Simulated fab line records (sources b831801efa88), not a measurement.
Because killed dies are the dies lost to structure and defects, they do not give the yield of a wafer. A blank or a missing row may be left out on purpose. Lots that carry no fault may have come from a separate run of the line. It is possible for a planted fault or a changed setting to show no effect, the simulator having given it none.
The tool behind it: which one? || flow sky130 || Sampling: 24 lots, 72 wafers, 5 of 708 route steps

WHAT THE GAUGES SHOWED, per wafer
SKY_CONTACT_CD_MEAS_14: target cd 170 nm. Usual: 169.3 nm for cd nm, sd 1.3.
{"lot": "L074", "measured": "day 31 09:19", "on": "cd sem-02", "cd nm (nm)": "168.8 168.6 170.0", "flag": ""}
{"lot": "L075", "measured": "day 32 17:32", "on": "cd sem-01", "cd nm (nm)": "167.7 168.3 167.9", "flag": ""}
{"lot": "L076", "measured": "day 32 18:37", "on": "cd sem-01", "cd nm (nm)": "167.6 168.3 167.9", "flag": ""}
{"lot": "L077", "measured": "day 32 19:52", "on": "cd sem-02", "cd nm (nm)": "170.2 170.3 170.7", "flag": ""}
{"lot": "L079", "measured": "day 32 23:03", "on": "cd sem-02", "cd nm (nm)": "167.8 169.2 169.2", "flag": ""}
{"lot": "L078", "measured": "day 33 02:47", "on": "cd sem-01", "cd nm (nm)": "172.6 172.4 172.0", "flag": ""}
{"lot": "L080", "measured": "day 33 11:00", "on": "cd sem-02", "cd nm (nm)": "170.9 170.2 170.8", "flag": ""}
{"lot": "L081", "measured": "day 33 22:52", "on": "cd sem-02", "cd nm (nm)": "168.0 169.7 169.5", "flag": ""}
{"lot": "L082", "measured": "day 34 09:35", "on": "cd sem-01", "cd nm (nm)": "169.2 169.6 170.4", "flag": ""}
{"lot": "L084", "measured": "day 34 13:49", "on": "cd sem-01", "cd nm (nm)": "169.6 169.6 171.3", "flag": ""}
{"lot": "L083", "measured": "day 34 17:28", "on": "cd sem-02", "cd nm (nm)": "168.3 168.0 167.5", "flag": ""}
{"lot": "L085", "measured": "day 34 20:01", "on": "cd sem-02", "cd nm (nm)": "169.9 169.0 169.7", "flag": ""}
{"lot": "L086", "measured": "day 35 12:32", "on": "cd sem-01", "cd nm (nm)": "169.2 169.8 169.9", "flag": ""}
{"lot": "L087", "measured": "day 35 22:18", "on": "cd sem-02", "cd nm (nm)": "168.9 169.4 169.1", "flag": ""}
{"lot": "L088", "measured": "day 36 00:34", "on": "cd sem-01", "cd nm (nm)": "167.8 168.2 167.2", "flag": ""}
{"lot": "L089", "measured": "day 36 07:47", "on": "cd sem-02", "cd nm (nm)": "166.8 168.4 168.8", "flag": ""}
{"lot": "L090", "measured": "day 36 18:43", "on": "cd sem-02", "cd nm (nm)": "169.9 167.4 169.5", "flag": ""}
{"lot": "L091", "measured": "day 36 23:04", "on": "cd sem-02", "cd nm (nm)": "169.0 166.8 166.4", "flag": ""}
{"lot": "L092", "measured": "day 37 04:13", "on": "cd sem-01", "cd nm (nm)": "171.7 172.1 170.7", "flag": ""}
{"lot": "L093", "measured": "day 37 19:22", "on": "cd sem-01", "cd nm (nm)": "167.5 168.1 168.4", "flag": ""}
{"lot": "L094", "measured": "day 38 08:28", "on": "cd sem-01", "cd nm (nm)": "168.2 169.3 168.8", "flag": ""}
{"lot": "L095", "measured": "day 39 00:43", "on": "cd sem-02", "cd nm (nm)": "170.8 169.4 169.6", "flag": ""}
{"lot": "L097", "measured": "day 39 15:37", "on": "cd sem-02", "cd nm (nm)": "170.4 169.6 171.1", "flag": ""}
{"lot": "L096", "measured": "day 39 18:01", "on": "cd sem-02", "cd nm (nm)": "168.9 169.1 169.1", "flag": ""}

SKY_CAPM_THK_MEAS_04: measures by xrf. Usual: CAPM_TIN_THK typically reads 201.1 nm, with standard deviation 2.5.
{"lot": "L074", "measured": "day 36 05:02", "on": "film metro-01", "CAPM_TIN_THK (nm)": "202.3 198.4 198.8", "flag": ""}
{"lot": "L075", "measured": "day 37 13:01", "on": "film metro-03", "CAPM_TIN_THK (nm)": "203.5 201.0 202.2", "flag": ""}
{"lot": "L076", "measured": "day 37 14:01", "on": "film metro-04", "CAPM_TIN_THK (nm)": "203.0 205.3 202.8", "flag": ""}
{"lot": "L077", "measured": "day 37 14:23", "on": "film metro-01", "CAPM_TIN_THK (nm)": "202.0 202.4 202.6", "flag": ""}
{"lot": "L079", "measured": "day 37 15:07", "on": "film metro-04", "CAPM_TIN_THK (nm)": "196.2 197.2 197.7", "flag": ""}
{"lot": "L078", "measured": "day 37 19:54", "on": "film metro-01", "CAPM_TIN_THK (nm)": "201.0 201.5 201.4", "flag": ""}
{"lot": "L080", "measured": "day 38 03:37", "on": "film metro-01", "CAPM_TIN_THK (nm)": "205.3 207.4 206.1", "flag": ""}
{"lot": "L081", "measured": "day 38 16:00", "on": "film metro-03", "CAPM_TIN_THK (nm)": "200.4 202.0 202.9", "flag": ""}
{"lot": "L082", "measured": "day 39 02:23", "on": "film metro-03", "CAPM_TIN_THK (nm)": "200.2 201.7 203.1", "flag": ""}
{"lot": "L084", "measured": "day 39 04:55", "on": "film metro-01", "CAPM_TIN_THK (nm)": "200.2 198.1 196.7", "flag": ""}
{"lot": "L083", "measured": "day 39 08:42", "on": "film metro-01", "CAPM_TIN_THK (nm)": "201.6 200.4 201.2", "flag": ""}
{"lot": "L085", "measured": "day 39 10:45", "on": "film metro-01", "CAPM_TIN_THK (nm)": "200.9 197.5 199.4", "flag": ""}
{"lot": "L086", "measured": "day 40 03:15", "on": "film metro-03", "CAPM_TIN_THK (nm)": "199.5 201.1 200.8", "flag": ""}
{"lot": "L087", "measured": "day 40 12:08", "on": "film metro-01", "CAPM_TIN_THK (nm)": "201.5 200.4 200.4", "flag": ""}
{"lot": "L088", "measured": "day 40 14:12", "on": "film metro-04", "CAPM_TIN_THK (nm)": "199.7 198.6 196.5", "flag": ""}
{"lot": "L089", "measured": "day 40 21:55", "on": "film metro-03", "CAPM_TIN_THK (nm)": "201.9 199.0 199.7", "flag": ""}
{"lot": "L090", "measured": "day 41 07:44", "on": "film metro-04", "CAPM_TIN_THK (nm)": "201.3 200.7 200.4", "flag": ""}
{"lot": "L091", "measured": "day 41 09:48", "on": "film metro-01", "CAPM_TIN_THK (nm)": "204.5 206.2 206.0", "flag": ""}
{"lot": "L092", "measured": "day 41 13:31", "on": "film metro-01", "CAPM_TIN_THK (nm)": "205.7 202.6 202.5", "flag": ""}
{"lot": "L093", "measured": "day 42 09:16", "on": "film metro-04", "CAPM_TIN_THK (nm)": "198.2 197.1 201.0", "flag": ""}
{"lot": "L094", "measured": "day 42 16:13", "on": "film metro-01", "CAPM_TIN_THK (nm)": "199.2 201.3 201.2", "flag": ""}
{"lot": "L095", "measured": "day 43 07:49", "on": "film metro-04", "CAPM_TIN_THK (nm)": "198.9 201.7 199.1", "flag": ""}
{"lot": "L097", "measured": "day 44 07:36", "on": "film metro-01", "CAPM_TIN_THK (nm)": "199.7 202.1 198.8", "flag": ""}
{"lot": "L096", "measured": "day 44 07:58", "on": "film metro-04", "CAPM_TIN_THK (nm)": "201.3 203.1 203.7", "flag": ""}

SKY_VIA3_OVL_MEAS_13. Usual: VIA3_OVL typically reads 0 nm, with standard deviation 6.3.
{"lot": "L074", "measured": "day 39 11:38", "on": "overlay-02", "VIA3_OVL (nm)": "-5 -2 -13", "flag": ""}
{"lot": "L075", "measured": "day 40 16:59", "on": "overlay-01", "VIA3_OVL (nm)": "9 2 3", "flag": ""}
{"lot": "L076", "measured": "day 40 18:32", "on": "overlay-01", "VIA3_OVL (nm)": "-7 -2 9", "flag": ""}
{"lot": "L077", "measured": "day 40 18:50", "on": "overlay-02", "VIA3_OVL (nm)": "9 -5 -1", "flag": ""}
{"lot": "L079", "measured": "day 40 19:32", "on": "overlay-01", "VIA3_OVL (nm)": "-9 -6 1", "flag": ""}
{"lot": "L078", "measured": "day 40 23:47", "on": "overlay-01", "VIA3_OVL (nm)": "-5 -8 -9", "flag": ""}
{"lot": "L080", "measured": "day 41 06:29", "on": "overlay-01", "VIA3_OVL (nm)": "1 1 15", "flag": ""}
{"lot": "L081", "measured": "day 42 06:02", "on": "overlay-01", "VIA3_OVL (nm)": "8 8 -8", "flag": ""}
{"lot": "L082", "measured": "day 42 08:14", "on": "overlay-01", "VIA3_OVL (nm)": "-4 1 3", "flag": ""}
{"lot": "L084", "measured": "day 42 09:14", "on": "overlay-02", "VIA3_OVL (nm)": "6 14 12", "flag": ""}
{"lot": "L083", "measured": "day 42 11:05", "on": "overlay-01", "VIA3_OVL (nm)": "5 -2 4", "flag": ""}
{"lot": "L085", "measured": "day 42 12:02", "on": "overlay-01", "VIA3_OVL (nm)": "5 -9 3", "flag": ""}
{"lot": "L086", "measured": "day 43 03:02", "on": "overlay-01", "VIA3_OVL (nm)": "-4 0 -1", "flag": ""}
{"lot": "L087", "measured": "day 43 12:08", "on": "overlay-01", "VIA3_OVL (nm)": "-4 -9 5", "flag": ""}
{"lot": "L088", "measured": "day 43 12:29", "on": "overlay-01", "VIA3_OVL (nm)": "1 -3 -6", "flag": ""}
{"lot": "L089", "measured": "day 43 21:02", "on": "overlay-01", "VIA3_OVL (nm)": "-3 3 12", "flag": ""}
{"lot": "L090", "measured": "day 44 06:41", "on": "overlay-02", "VIA3_OVL (nm)": "-8 0 -12", "flag": ""}
{"lot": "L091", "measured": "day 44 10:20", "on": "overlay-02", "VIA3_OVL (nm)": "-7 0 0", "flag": ""}
{"lot": "L092", "measured": "day 44 13:38", "on": "overlay-02", "VIA3_OVL (nm)": "7 10 8", "flag": ""}
{"lot": "L093", "measured": "day 45 09:17", "on": "overlay-01", "VIA3_OVL (nm)": "1 -5 -1", "flag": ""}
{"lot": "L094", "measured": "day 45 12:44", "on": "overlay-01", "VIA3_OVL (nm)": "-2 -1 0", "flag": ""}
{"lot": "L095", "measured": "day 46 02:05", "on": "overlay-01", "VIA3_OVL (nm)": "-6 -8 6", "flag": ""}
{"lot": "L097", "measured": "day 47 01:17", "on": "overlay-01", "VIA3_OVL (nm)": "-3 -1 -2", "flag": ""}
{"lot": "L096", "measured": "day 47 01:38", "on": "overlay-02", "VIA3_OVL (nm)": "12 5 -1", "flag": ""}

TOOL THAT RAN EACH LOT (tool first, then ch and the chambers of the sampled wafers, then the start)
{"lot": "L074", "SKY_VIA1_ETCH_15": "rie diel-03 ch 0,1,2, day 33 18:39", "SKY_VIA2_SPUTTER_20": "pvd sputter-01, day 36 03:52"}
{"lot": "L075", "SKY_VIA1_ETCH_15": "rie diel-03 ch 0,1,2, day 35 02:56", "SKY_VIA2_SPUTTER_20": "pvd sputter-03, day 37 11:52"}
{"lot": "L076", "SKY_VIA1_ETCH_15": "rie diel-02 ch 1,2,3, day 35 03:55", "SKY_VIA2_SPUTTER_20": "pvd sputter-01, day 37 12:52"}
{"lot": "L077", "SKY_VIA1_ETCH_15": "rie diel-03 ch 0,1, day 35 04:16", "SKY_VIA2_SPUTTER_20": "pvd sputter-02, day 37 13:15"}
{"lot": "L079", "SKY_VIA1_ETCH_15": "rie diel-03 ch 1,2, day 35 06:55", "SKY_VIA2_SPUTTER_20": "pvd sputter-03, day 37 13:57"}
{"lot": "L078", "SKY_VIA1_ETCH_15": "rie diel-04 ch 2,3, day 35 10:13", "SKY_VIA2_SPUTTER_20": "pvd sputter-01, day 37 18:46"}
{"lot": "L080", "SKY_VIA1_ETCH_15": "rie diel-04 ch 2,3, day 35 19:43", "SKY_VIA2_SPUTTER_20": "pvd sputter-03, day 38 02:28"}
{"lot": "L081", "SKY_VIA1_ETCH_15": "rie diel-02 ch 0,3, day 36 07:37", "SKY_VIA2_SPUTTER_20": "pvd sputter-03, day 38 14:52"}
{"lot": "L082", "SKY_VIA1_ETCH_15": "rie diel-03 ch 1,2, day 36 17:28", "SKY_VIA2_SPUTTER_20": "pvd sputter-02, day 39 01:13"}
{"lot": "L084", "SKY_VIA1_ETCH_15": "rie diel-03 ch 1,2, day 36 21:16", "SKY_VIA2_SPUTTER_20": "pvd sputter-03, day 39 03:46"}
{"lot": "L083", "SKY_VIA1_ETCH_15": "rie diel-02 ch 0,3, day 37 00:46", "SKY_VIA2_SPUTTER_20": "pvd sputter-01, day 39 07:31"}
{"lot": "L085", "SKY_VIA1_ETCH_15": "rie diel-02 ch 0,1,3, day 37 02:43", "SKY_VIA2_SPUTTER_20": "pvd sputter-01, day 39 09:37"}
{"lot": "L086", "SKY_VIA1_ETCH_15": "rie diel-04 ch 0,2,3, day 37 19:46", "SKY_VIA2_SPUTTER_20": "pvd sputter-02, day 40 00:50"}
{"lot": "L087", "SKY_VIA1_ETCH_15": "rie diel-02 ch 0,1,2, day 38 05:40", "SKY_VIA2_SPUTTER_20": "pvd sputter-01, day 40 10:58"}
{"lot": "L088", "SKY_VIA1_ETCH_15": "rie diel-02 ch 0,1,2, day 38 07:43", "SKY_VIA2_SPUTTER_20": "pvd sputter-02, day 40 13:04"}
{"lot": "L089", "SKY_VIA1_ETCH_15": "rie diel-04 ch 1,2,3, day 38 15:29", "SKY_VIA2_SPUTTER_20": "pvd sputter-01, day 40 20:43"}
{"lot": "L090", "SKY_VIA1_ETCH_15": "rie diel-02 ch 0,1,2, day 39 01:16", "SKY_VIA2_SPUTTER_20": "pvd sputter-03, day 41 06:01"}
{"lot": "L091", "SKY_VIA1_ETCH_15": "rie diel-03 ch 1,2,3, day 39 05:13", "SKY_VIA2_SPUTTER_20": "pvd sputter-02, day 41 07:43"}
{"lot": "L092", "SKY_VIA1_ETCH_15": "rie diel-03 ch 0,1,2, day 39 10:25", "SKY_VIA2_SPUTTER_20": "pvd sputter-02, day 41 12:19"}
{"lot": "L093", "SKY_VIA1_ETCH_15": "rie diel-04 ch 0,2,3, day 39 23:49", "SKY_VIA2_SPUTTER_20": "pvd sputter-01, day 42 07:58"}
{"lot": "L094", "SKY_VIA1_ETCH_15": "rie diel-04 ch 0,2,3, day 40 12:52", "SKY_VIA2_SPUTTER_20": "pvd sputter-01, day 42 15:04"}
{"lot": "L095", "SKY_VIA1_ETCH_15": "rie diel-02 ch 1,2,3, day 41 04:58", "SKY_VIA2_SPUTTER_20": "pvd sputter-02, day 43 06:40"}
{"lot": "L097", "SKY_VIA1_ETCH_15": "rie diel-03 ch 0,1,3, day 42 05:55", "SKY_VIA2_SPUTTER_20": "pvd sputter-03, day 44 06:28"}
{"lot": "L096", "SKY_VIA1_ETCH_15": "rie diel-04 ch 0,2,3, day 42 06:16", "SKY_VIA2_SPUTTER_20": "pvd sputter-02, day 44 06:49"}
- SKY_VIA1_ETCH_15: etches SiO2 in C4F8/O2/Ar, stops on TiN, target depth 351 nm, time 54 s.
- SKY_VIA2_SPUTTER_20: material TiN, target thk 20 nm, time 80 s.

AS READ BY THE TOOLS THEMSELVES (means over the sampled wafers that have a number; for cases with no such wafer, the mark the record gives instead)
SKY_VIA1_ETCH_15. Usual: 0.982 a.u. for oes product au, sd 0.0051.
{"lot": "L074", "tool": "rie diel-03", "oes product au (a.u.)": 0.976, "flag": ""}
{"lot": "L075", "tool": "rie diel-03", "oes product au (a.u.)": 0.983, "flag": ""}
{"lot": "L076", "tool": "rie diel-02", "oes product au (a.u.)": 0.979, "flag": ""}
{"lot": "L077", "tool": "rie diel-03", "oes product au (a.u.)": 0.990, "flag": ""}
{"lot": "L079", "tool": "rie diel-03", "oes product au (a.u.)": 0.980, "flag": ""}
{"lot": "L078", "tool": "rie diel-04", "oes product au (a.u.)": 0.981, "flag": ""}
{"lot": "L080", "tool": "rie diel-04", "oes product au (a.u.)": 0.980, "flag": ""}
{"lot": "L081", "tool": "rie diel-02", "oes product au (a.u.)": 0.983, "flag": ""}
{"lot": "L082", "tool": "rie diel-03", "oes product au (a.u.)": 0.985, "flag": ""}
{"lot": "L084", "tool": "rie diel-03", "oes product au (a.u.)": 0.979, "flag": ""}
{"lot": "L083", "tool": "rie diel-02", "oes product au (a.u.)": 0.985, "flag": ""}
{"lot": "L085", "tool": "rie diel-02", "oes product au (a.u.)": 0.979, "flag": ""}
{"lot": "L086", "tool": "rie diel-04", "oes product au (a.u.)": 0.983, "flag": ""}
{"lot": "L087", "tool": "rie diel-02", "oes product au (a.u.)": 0.977, "flag": ""}
{"lot": "L088", "tool": "rie diel-02", "oes product au (a.u.)": 0.982, "flag": ""}
{"lot": "L089", "tool": "rie diel-04", "oes product au (a.u.)": 0.982, "flag": ""}
{"lot": "L090", "tool": "rie diel-02", "oes product au (a.u.)": 0.981, "flag": ""}
{"lot": "L091", "tool": "rie diel-03", "oes product au (a.u.)": 0.982, "flag": ""}
{"lot": "L092", "tool": "rie diel-03", "oes product au (a.u.)": 0.970, "flag": ""}
{"lot": "L093", "tool": "rie diel-04", "oes product au (a.u.)": 0.988, "flag": ""}
{"lot": "L094", "tool": "rie diel-04", "oes product au (a.u.)": 0.986, "flag": ""}
{"lot": "L095", "tool": "rie diel-02", "oes product au (a.u.)": 0.979, "flag": ""}
{"lot": "L097", "tool": "rie diel-03", "oes product au (a.u.)": 0.987, "flag": ""}
{"lot": "L096", "tool": "rie diel-04", "oes product au (a.u.)": 0.984, "flag": ""}

SKY_VIA2_SPUTTER_20. Usual: chamber pressure pa 4.999 Pa, standard deviation 0.011; throttle valve pct 30.4 %, standard deviation 1.
{"lot": "L074", "tool": "pvd sputter-01", "chamber pressure pa (Pa)": 4.997, "throttle valve pct (%)": 30.4, "flag": ""}
{"lot": "L075", "tool": "pvd sputter-03", "chamber pressure pa (Pa)": 4.994, "throttle valve pct (%)": 29.1, "flag": ""}
{"lot": "L076", "tool": "pvd sputter-01", "chamber pressure pa (Pa)": 5.001, "throttle valve pct (%)": 31.8, "flag": ""}
{"lot": "L077", "tool": "pvd sputter-02", "chamber pressure pa (Pa)": 4.998, "throttle valve pct (%)": 30.9, "flag": ""}
{"lot": "L079", "tool": "pvd sputter-03", "chamber pressure pa (Pa)": 4.998, "throttle valve pct (%)": 29.4, "flag": ""}
{"lot": "L078", "tool": "pvd sputter-01", "chamber pressure pa (Pa)": 4.993, "throttle valve pct (%)": 31.0, "flag": ""}
{"lot": "L080", "tool": "pvd sputter-03", "chamber pressure pa (Pa)": 4.994, "throttle valve pct (%)": 29.5, "flag": ""}
{"lot": "L081", "tool": "pvd sputter-03", "chamber pressure pa (Pa)": 4.997, "throttle valve pct (%)": 30.0, "flag": ""}
{"lot": "L082", "tool": "pvd sputter-02", "chamber pressure pa (Pa)": 4.991, "throttle valve pct (%)": 29.9, "flag": ""}
{"lot": "L084", "tool": "pvd sputter-03", "chamber pressure pa (Pa)": 4.993, "throttle valve pct (%)": 30.1, "flag": ""}
{"lot": "L083", "tool": "pvd sputter-01", "chamber pressure pa (Pa)": 5.000, "throttle valve pct (%)": 31.6, "flag": ""}
{"lot": "L085", "tool": "pvd sputter-01", "chamber pressure pa (Pa)": 5.004, "throttle valve pct (%)": 31.1, "flag": ""}
{"lot": "L086", "tool": "pvd sputter-02", "chamber pressure pa (Pa)": 5.010, "throttle valve pct (%)": 31.1, "flag": ""}
{"lot": "L087", "tool": "pvd sputter-01", "chamber pressure pa (Pa)": 5.002, "throttle valve pct (%)": 30.7, "flag": ""}
{"lot": "L088", "tool": "pvd sputter-02", "chamber pressure pa (Pa)": 4.994, "throttle valve pct (%)": 30.3, "flag": ""}
{"lot": "L089", "tool": "pvd sputter-01", "chamber pressure pa (Pa)": 5.015, "throttle valve pct (%)": 30.1, "flag": ""}
{"lot": "L090", "tool": "pvd sputter-03", "chamber pressure pa (Pa)": 5.001, "throttle valve pct (%)": 29.6, "flag": ""}
{"lot": "L091", "tool": "pvd sputter-02", "chamber pressure pa (Pa)": 4.998, "throttle valve pct (%)": 30.9, "flag": ""}
{"lot": "L092", "tool": "pvd sputter-02", "chamber pressure pa (Pa)": 4.995, "throttle valve pct (%)": 31.2, "flag": ""}
{"lot": "L093", "tool": "pvd sputter-01", "chamber pressure pa (Pa)": 5.005, "throttle valve pct (%)": 31.0, "flag": ""}
{"lot": "L094", "tool": "pvd sputter-01", "chamber pressure pa (Pa)": 5.003, "throttle valve pct (%)": 30.9, "flag": ""}
{"lot": "L095", "tool": "pvd sputter-02", "chamber pressure pa (Pa)": 5.007, "throttle valve pct (%)": 31.0, "flag": ""}
{"lot": "L097", "tool": "pvd sputter-03", "chamber pressure pa (Pa)": 4.993, "throttle valve pct (%)": 30.6, "flag": ""}
{"lot": "L096", "tool": "pvd sputter-02", "chamber pressure pa (Pa)": 5.002, "throttle valve pct (%)": 30.8, "flag": ""}

THE ANSWER, worked out from the rows above alone
Rule: a lot counts as off when the mean over its wafers that have a number is more than 3 standard deviations away from the usual mean. Also off: a lot with no number at a reading for which 4 or more lots have one. The other lots that the step has rows for count as sound. First the gauges in route order, then the tools' own readings, where a lot's mean is used as printed above. At the first step where some lot is off, the reading lying furthest off is the one used; lots without a number count as furthest.
Across all readings shown, no lot is off: no conclusion can be drawn from this.

WHAT THE SIMULATOR HAD INSERTED
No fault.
